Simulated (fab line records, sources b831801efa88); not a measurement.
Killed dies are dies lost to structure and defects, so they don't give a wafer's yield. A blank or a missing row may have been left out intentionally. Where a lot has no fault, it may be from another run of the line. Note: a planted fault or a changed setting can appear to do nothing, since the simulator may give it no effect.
Matching of chambers	flow sfq-line	SFQ_TRILAYER_A5B_DEP_PECVD_129 on pecvd-02 has 3 sister chambers
The step deposits SiO2 from SiH4/N2O, time 133.33 s, target thk 600 nm. 3 wafers are shown with their chamber, then 9 later ones without.

== WAFERS, EACH WITH ITS CHAMBER ==
wafer	chamber	showerhead-vpp-V (V)
L712.5	0	817
L714.4	1	830
L715.2	2	892

== WAFERS WHOSE CHAMBER IS MISSING ==
wafer	showerhead-vpp-V (V)
L715.3	827
L715.6	845
L718.3	898
L718.4	837
L718.6	901
L721.1	905
L721.2	825
L724.1	833
L724.2	902

== CHAMBER TAKEN BY EACH ==
wafer	from the rows above	in truth
L715.3	can't be placed: 1 or 0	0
L715.6	can't be placed: 1 or 0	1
L718.3	2	2
L718.4	can't be placed: 1 or 0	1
L718.6	2	2
L721.1	2	2
L721.2	can't be placed: 1 or 0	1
L724.1	can't be placed: 1 or 0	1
L724.2	2	2
4 of 9 placed correctly. Not placeable from these rows: 5 (in 5, the candidates include the true chamber). Placed wrongly: 0.
How it was worked out, from the rows above alone: a wafer's distance from a chamber is the root of the sum, over the readings, of the square of ((its reading less the chamber's mean) divided by the reading's scatter). If the next closest chamber is less than 2 further off than the closest, the wafer can't be placed; otherwise it belongs to the closest. A chamber's mean is the mean of its shown wafers. The scatter: with one shown wafer a chamber, the root of the mean of the squares of how far each hidden wafer lies from its nearest shown one.
